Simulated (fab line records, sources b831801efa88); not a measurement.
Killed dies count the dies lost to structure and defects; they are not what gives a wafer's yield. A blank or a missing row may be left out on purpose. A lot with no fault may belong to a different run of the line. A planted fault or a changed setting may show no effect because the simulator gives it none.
fab line records | flow sfq_line
record: lots: 14 | wafers: 42 | last_day: 83
route steps=325 shown I2@116 R5@212 C5@244 I6@269
lots untouched by any fault: they come from a run of this same line in which no faults occurred
start_h: hours from the record's first day to the start of the lot's first wafer shown | wait_h: hours from the lot's prior step to this one | " same as the row above | L1.1+2: one row covering several wafers at once | - no value, or no start given | * or withheld: withheld | < > ~ a bound
route shown NAME@n: a module of which the file shows steps, and the number in the route of the first | usual: the fault-free wafers' mean and standard deviation | same: alike in all rows | chamber/n: place in a boat | sites: per-site readings | _std_site: how widely they spread, as a standard deviation | _edge_site: the outer-site mean with the inner-site mean subtracted | radius_mm: for every site, how far away it sits from the centre of the wafer | mask NAME#n: copy n | behind: the tool/chamber that last shaped the wafer | hold: why the lot was held/for how many hours/how that ended | device: the n, p or np transistor that did not switch | end of line: the route-end tests of the same wafers | a step given without rows: its recipe and nothing more | killed: not the wafer's yield, but the dies lost to structure and defects at the first sort | map: shows each die of a wafer: x if killed, . if not, _ if none is there
set.NAME: setting as actually run; set.NAME@STEP: the setting as run at that earlier step | model.NAME: the simulator's own value behind a step, which no gauge read
the route's steps for a sample of lots (tables are steps, rows are wafers)
services: when a tool's chamber went out of use (start_h, in hours from the record's first day, below 0 if earlier), for how many hours, and the reason
== steps ==
step: SFQ_TRILAYER_I2_VIA_STRIP_STRIP_071
recipe: gas: O2 | power_w: 200 | platen_temp_c: 40 | overash_fraction: 0.65 | chemistry: O2 | pressure_mtorr: 50
usual: drypump_motor_current_A: 5.2/0.31 | oes_product_au: 1.001/0.0081
lot.wafer | tool         | chamber | start_h | wait_h | drypump_motor_current_A | oes_product_au | rf_hours_counter_h
L116.2    | rie_metal-03 | 1       | 610.01  | -      | 5.7                     | 1.014          | 99
L116.4    | "            | 0       | "       | "      | 4.8                     | 0.994          | -
L116.5    | "            | 1       | "       | "      | 5.7                     | 1.011          | -
L117.3    | rie_metal-02 | 1       | 624.78  | -      | 5.2                     | 0.992          | -
L117.4    | "            | 0       | "       | "      | 5.3                     | 0.993          | -
L117.6    | "            | 1       | "       | "      | 5.2                     | 0.989          | -
L118.3    | rie_metal-02 | 0       | 631.98  | -      | 5.3                     | 1.000          | -
L118.4    | "            | 1       | "       | "      | 5.2                     | 0.995          | -
L118.5    | "            | 0       | "       | "      | 5.3                     | 0.998          | -
L119.1    | rie_metal-03 | 0       | 643.78  | -      | 4.7                     | 1.000          | 63
L119.3    | "            | 1       | "       | "      | 5.8                     | 1.006          | -
L119.4    | "            | 0       | "       | "      | 4.8                     | 0.994          | -
L120.2    | rie_metal-01 | 0       | 649.61  | -      | 5.2                     | 1.007          | 151
L120.5    | "            | 1       | "       | "      | 5.6                     | 1.005          | -
L120.6    | "            | 0       | "       | "      | 5.2                     | 1.003          | -
L121.1    | rie_metal-02 | 1       | 659.21  | -      | 5.2                     | 0.998          | 12
L121.2    | "            | 0       | "       | "      | 5.3                     | 0.996          | 138
L121.5    | "            | 0       | "       | "      | 5.3                     | 0.986          | -
L122.2    | rie_metal-01 | 1       | 674.93  | -      | 5.6                     | 1.009          | 133
L122.3    | "            | 0       | "       | "      | 5.2                     | 0.996          | -
L122.4    | "            | 1       | "       | "      | 5.6                     | 1.007          | -
L126.3    | rie_metal-02 | 1       | 717.86  | -      | 5.2                     | 0.986          | -
L126.4    | "            | 0       | "       | "      | 5.3                     | 0.999          | -
L126.5    | "            | 0       | "       | "      | 5.3                     | 0.992          | -
L130.1    | rie_metal-02 | 0       | 751.39  | -      | 5.3                     | 1.006          | 150
L130.4    | "            | 1       | "       | "      | 5.3                     | 0.993          | -
L130.6    | "            | 1       | "       | "      | 5.2                     | 0.999          | -
L131.2    | rie_metal-02 | 1       | 759.79  | -      | 5.3                     | 0.990          | 25
L131.4    | "            | 0       | "       | "      | 5.3                     | 0.994          | -
L131.6    | "            | 1       | "       | "      | 5.3                     | 0.995          | -
L132.3    | rie_metal-03 | 0       | 763.79  | -      | 4.8                     | 1.007          | -
L132.4    | "            | 0       | "       | "      | 4.8                     | 1.001          | -
L132.6    | "            | 0       | "       | "      | 4.8                     | 1.007          | -
L133.3    | rie_metal-01 | 0       | 770.79  | -      | 5.2                     | 1.017          | -
L133.5    | "            | 0       | "       | "      | 5.2                     | 1.013          | -
L133.6    | "            | 1       | "       | "      | 5.6                     | 1.005          | -
L135.2    | rie_metal-02 | 0       | 787.39  | -      | 5.3                     | 1.008          | 154
L135.3    | "            | 0       | "       | "      | 5.3                     | 0.997          | -
L135.4    | "            | 1       | "       | "      | 5.3                     | 1.001          | -
L139.1    | rie_metal-03 | 0       | 815.98  | -      | 4.8                     | 1.011          | 96
L139.3    | "            | 1       | "       | "      | 5.7                     | 1.011          | -
L139.5    | "            | 1       | "       | "      | 5.7                     | 1.015          | -
step: SFQ_TRILAYER_R5_DEP_SPUTTER_132
recipe: material: Ti | base_pressure_pa: 1.33e-06 | target_thk_nm: 5 | power_w: 2000 | time_s: 5 | chamber_pressure_pa: 0.4
usual: base_pressure_pa: 1.32e-06/8.5e-08 | throttle_valve_pct: 29.8/0.96
lot.wafer | tool           | chamber | start_h | wait_h | base_pressure_pa | throttle_valve_pct
L116.2    | pvd_sputter-05 | -       | 1118.47 | 0.8    | 1.17e-06         | 30.1
L116.4    | "              | -       | "       | "      | 1.25e-06         | 29.8
L116.5    | "              | -       | "       | "      | 1.33e-06         | 28.2
L117.3    | pvd_sputter-06 | -       | 1245.53 | 0.6    | 1.31e-06         | 28.3
L117.4    | "              | -       | "       | "      | 1.18e-06         | 30.4
L117.6    | "              | -       | "       | "      | 1.18e-06         | 30.2
L118.3    | pvd_sputter-05 | -       | 1245.57 | 0.6    | 1.17e-06         | 29.8
L118.4    | "              | -       | "       | "      | 1.22e-06         | 30.2
L118.5    | "              | -       | "       | "      | 1.37e-06         | 30.3
L119.1    | pvd_sputter-04 | -       | 1248.57 | 1.0    | 1.28e-06         | 30.8
L119.3    | "              | -       | "       | "      | 1.45e-06         | 28.4
L119.4    | "              | -       | "       | "      | 1.34e-06         | 30.7
L120.2    | pvd_sputter-06 | -       | 1259.71 | 0.8    | 1.25e-06         | 28.8
L120.5    | "              | -       | "       | "      | 1.21e-06         | 30.6
L120.6    | "              | -       | "       | "      | 1.38e-06         | 28.2
L121.1    | pvd_sputter-06 | -       | 1269.71 | 1.0    | 1.27e-06         | 30.8
L121.2    | "              | -       | "       | "      | 1.19e-06         | 28.2
L121.5    | "              | -       | "       | "      | 1.32e-06         | 28.4
L122.2    | pvd_sputter-04 | -       | 1284.07 | 0.8    | 1.31e-06         | 27.9
L122.3    | "              | -       | "       | "      | 1.31e-06         | 30.8
L122.4    | "              | -       | "       | "      | 1.32e-06         | 30.6
L126.3    | pvd_sputter-05 | -       | 1336.77 | 0.6    | 1.35e-06         | 30.5
L126.4    | "              | -       | "       | "      | 1.42e-06         | 28.4
L126.5    | "              | -       | "       | "      | 1.39e-06         | 28.2
L130.1    | pvd_sputter-05 | -       | 1379.06 | 1.0    | 1.35e-06         | 29.8
L130.4    | "              | -       | "       | "      | 1.45e-06         | 30.1
L130.6    | "              | -       | "       | "      | 1.28e-06         | 30.4
L131.2    | pvd_sputter-04 | -       | 1385.06 | 0.8    | 1.32e-06         | 28.4
L131.4    | "              | -       | "       | "      | 1.44e-06         | 30.8
L131.6    | "              | -       | "       | "      | 1.36e-06         | 30.5
L132.3    | pvd_sputter-05 | -       | 1390.46 | 0.6    | 1.41e-06         | 29.9
L132.4    | "              | -       | "       | "      | 1.36e-06         | 30.3
L132.6    | "              | -       | "       | "      | 1.28e-06         | 30.3
L133.3    | pvd_sputter-04 | -       | 1391.06 | 0.6    | 1.38e-06         | 30.8
L133.5    | "              | -       | "       | "      | 1.33e-06         | 28.3
L133.6    | "              | -       | "       | "      | 1.31e-06         | 30.8
L135.2    | pvd_sputter-04 | -       | 1405.46 | 0.8    | 1.31e-06         | 30.8
L135.3    | "              | -       | "       | "      | 1.32e-06         | 30.5
L135.4    | "              | -       | "       | "      | 1.3e-06          | 28.1
L139.1    | pvd_sputter-04 | -       | 1414.46 | 1.0    | 1.38e-06         | 28.5
L139.3    | "              | -       | "       | "      | 1.27e-06         | 30.7
L139.5    | "              | -       | "       | "      | 1.45e-06         | 30.5
step: SFQ_TRILAYER_C5_LITHO_PEB_154
recipe: peb_temp_c: 115 | peb_time_s: 60 | resist: KrF
usual: heater_power_total_W: 79.15/0.067 | plate_temp_C: 114.96/0.12 | resist_line_temp_C: 23.02/0.094
lot.wafer | tool           | chamber | start_h | wait_h | heater_power_total_W | plate_temp_C | resist_line_temp_C
L116.2    | litho_track-04 | 0       | 1476.42 | 0.8    | 79.02                | 115.16       | 22.92
L116.4    | "              | 0       | "       | "      | 79.20                | 115.14       | 23.06
L116.5    | "              | 0       | "       | "      | 79.24                | 115.26       | 22.98
L117.3    | litho_track-04 | 0       | 1482.36 | 0.7    | 79.15                | 114.97       | 22.99
L117.4    | "              | 0       | "       | "      | 79.20                | 114.91       | 22.93
L117.6    | "              | 0       | "       | "      | 79.21                | 115.03       | 22.96
L118.3    | litho_track-02 | 0       | 1484.76 | 0.7    | 79.17                | 115.11       | 23.12
L118.4    | "              | 0       | "       | "      | 79.22                | 115.05       | 22.98
L118.5    | "              | 0       | "       | "      | 79.18                | 114.96       | 23.12
L119.1    | litho_track-02 | 0       | 1490.71 | 1.0    | 79.17                | 114.79       | 23.03
L119.3    | "              | 0       | "       | "      | 79.15                | 114.84       | 22.90
L119.4    | "              | 0       | "       | "      | 79.14                | 114.89       | 22.88
L120.2    | litho_track-01 | 0       | 1507.40 | 0.8    | 79.02                | 114.93       | 22.80
L120.5    | "              | 0       | "       | "      | 79.17                | 114.81       | 22.84
L120.6    | "              | 0       | "       | "      | 79.07                | 114.88       | 22.97
L121.1    | litho_track-02 | 0       | 1512.30 | 1.0    | 79.18                | 115.00       | 22.97
L121.2    | "              | 0       | "       | "      | 79.10                | 114.88       | 23.03
L121.5    | "              | 0       | "       | "      | 79.14                | 115.21       | 23.01
L122.2    | litho_track-04 | 0       | 1526.72 | 0.8    | 79.16                | 115.13       | 23.11
L122.3    | "              | 0       | "       | "      | 79.17                | 114.97       | 22.96
L122.4    | "              | 0       | "       | "      | 79.00                | 115.01       | 23.20
L126.3    | litho_track-02 | 0       | 1576.94 | 0.7    | 79.13                | 115.01       | 23.04
L126.4    | "              | 0       | "       | "      | 79.16                | 115.02       | 22.84
L126.5    | "              | 0       | "       | "      | 79.18                | 114.80       | 22.99
L130.1    | litho_track-01 | 0       | 1698.23 | 1.0    | 78.17                | 113.68       | 23.06
L130.4    | "              | 0       | "       | "      | 78.06                | 113.84       | 23.09
L130.6    | "              | 0       | "       | "      | 78.13                | 113.76       | 23.09
L131.2    | litho_track-02 | 0       | 1701.85 | 0.8    | 79.21                | 114.91       | 23.00
L131.4    | "              | 0       | "       | "      | 79.08                | 114.86       | 22.94
L131.6    | "              | 0       | "       | "      | 79.12                | 115.07       | 23.05
L132.3    | litho_track-04 | 0       | 1703.08 | 0.7    | 79.03                | 115.00       | 22.84
L132.4    | "              | 0       | "       | "      | 79.24                | 114.95       | 22.94
L132.6    | "              | 0       | "       | "      | 79.17                | 114.87       | 22.98
L133.3    | litho_track-01 | 0       | 1705.48 | 0.7    | 78.06                | 113.88       | 23.03
L133.5    | "              | 0       | "       | "      | 78.14                | 113.83       | 23.09
L133.6    | "              | 0       | "       | "      | 78.15                | 113.79       | 23.05
L135.2    | litho_track-04 | 0       | 1716.02 | 0.8    | 79.29                | 114.85       | 22.93
L135.3    | "              | 0       | "       | "      | 79.04                | 114.84       | 22.91
L135.4    | "              | 0       | "       | "      | 79.22                | 114.88       | 23.01
L139.1    | litho_track-04 | 0       | 1724.39 | 1.0    | 79.25                | 115.07       | 23.00
L139.3    | "              | 0       | "       | "      | 79.16                | 115.15       | 23.03
L139.5    | "              | 0       | "       | "      | 79.03                | 115.24       | 22.99
step: SFQ_TRILAYER_I6_METRO_MEASURE_167
usual: thk_nm: 200.0/0.99
lot.wafer | tool          | chamber | start_h | wait_h | thk_nm
L116.2    | film_metro-02 | -       | 1493.13 | 0.3    | 201.4
L116.4    | "             | -       | "       | "      | 199.5
L116.5    | "             | -       | "       | "      | 201.0
L117.3    | film_metro-03 | -       | 1497.19 | 0.5    | 199.5
L117.4    | "             | -       | "       | "      | 200.2
L117.6    | "             | -       | "       | "      | 199.2
L118.3    | film_metro-04 | -       | 1499.33 | 0.5    | 200.7
L118.4    | "             | -       | "       | "      | 200.4
L118.5    | "             | -       | "       | "      | 200.3
L119.1    | film_metro-04 | -       | 1505.79 | 0.1    | 200.1
L119.3    | "             | -       | "       | "      | 199.9
L119.4    | "             | -       | "       | "      | 200.7
L120.2    | film_metro-04 | -       | 1518.67 | 0.3    | 199.6
L120.5    | "             | -       | "       | "      | 200.2
L120.6    | "             | -       | "       | "      | 200.6
L121.1    | film_metro-03 | -       | 1521.62 | 0.1    | 199.8
L121.2    | "             | -       | "       | "      | 200.7
L121.5    | "             | -       | "       | "      | 199.9
L122.2    | film_metro-03 | -       | 1535.10 | 0.3    | 200.1
L122.3    | "             | -       | "       | "      | 199.7
L122.4    | "             | -       | "       | "      | 198.7
L126.3    | film_metro-02 | -       | 1690.52 | 0.5    | 200.2
L126.4    | "             | -       | "       | "      | 200.5
L126.5    | "             | -       | "       | "      | 200.2
L130.1    | film_metro-03 | -       | 1785.91 | 0.1    | 200.1
L130.4    | "             | -       | "       | "      | 199.6
L130.6    | "             | -       | "       | "      | 199.6
L131.2    | film_metro-04 | -       | 1787.91 | 0.3    | 198.5
L131.4    | "             | -       | "       | "      | 197.7
L131.6    | "             | -       | "       | "      | 198.4
L132.3    | film_metro-02 | -       | 1789.31 | 0.5    | 198.0
L132.4    | "             | -       | "       | "      | 198.6
L132.6    | "             | -       | "       | "      | 199.0
L133.3    | film_metro-03 | -       | 1792.91 | 0.5    | 199.8
L133.5    | "             | -       | "       | "      | 198.8
L133.6    | "             | -       | "       | "      | 199.5
L135.2    | film_metro-03 | -       | 1808.44 | 0.3    | 199.4
L135.3    | "             | -       | "       | "      | 201.0
L135.4    | "             | -       | "       | "      | 200.5
L139.1    | film_metro-04 | -       | 1819.22 | 0.1    | 199.4
L139.3    | "             | -       | "       | "      | 199.8
L139.5    | "             | -       | "       | "      | 201.1
== services ==
tool           | chamber | start_h | hours | kind
rie_metal-02   | -       | 606.04  | 2.8   | pm
film_metro-03  | -       | 612.96  | 0.4   | pm
rie_metal-02   | -       | 621.31  | 2.0   | repair
film_metro-03  | -       | 629.00  | 1.1   | pm
film_metro-03  | -       | 689.53  | 0.4   | pm
rie_metal-02   | -       | 694.35  | 1.8   | repair
film_metro-03  | -       | 771.39  | 1.5   | pm
pvd_sputter-04 | -       | 814.74  | 8.8   | repair
film_metro-03  | -       | 857.96  | 0.5   | pm
film_metro-03  | -       | 874.00  | 1.5   | pm
pvd_sputter-04 | -       | 879.23  | 2.2   | repair
rie_metal-02   | 1       | 940.05  | 16.2  | repair
pvd_sputter-04 | -       | 955.15  | 6.1   | repair
film_metro-03  | -       | 988.09  | 27.4  | repair
film_metro-03  | -       | 1016.72 | 1.6   | pm
rie_metal-02   | 0       | 1079.84 | 5.7   | repair
rie_metal-02   | -       | 1097.85 | 1.4   | pm
film_metro-03  | -       | 1102.96 | 0.7   | pm
pvd_sputter-04 | -       | 1115.49 | 22.1  | repair
film_metro-03  | -       | 1119.00 | 0.3   | pm
rie_metal-02   | 0       | 1347.03 | 1.9   | repair
rie_metal-02   | 1       | 1369.94 | 8.0   | repair
rie_metal-02   | -       | 1635.51 | 0.7   | repair
rie_metal-02   | -       | 1706.04 | 2.8   | pm
== key ==
first_sign: step: SFQ_TRILAYER_C5_LITHO_PEB_154 | reading: heater_power_total_W | direction: down | sigmas: 16 | usual: 79.15 | struck: 78.12
effect: step: SFQ_TRILAYER_C5_LITHO_PEB_154 | reading: plate_temp_C | direction: down | sigmas: 9.4 | usual: * | struck: *
met_at SFQ_TRILAYER_C5_LITHO_PEB_154
struck_lots L130,L133
not_acting_at SFQ_TRILAYER_I2_VIA_STRIP_STRIP_071,SFQ_TRILAYER_R5_DEP_SPUTTER_132,SFQ_TRILAYER_I6_METRO_MEASURE_167
onset_between 1507.40 1698.23
fault: kind: process_parameter_drift | tool: litho_track-01 | chamber: - | onset_h: 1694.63 | steps: SFQ_TRILAYER_C5_LITHO_PEB_154 | channel: peb_temp_c | offset: * | shape: step | end_h: 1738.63 | acts_in: * | stated: *
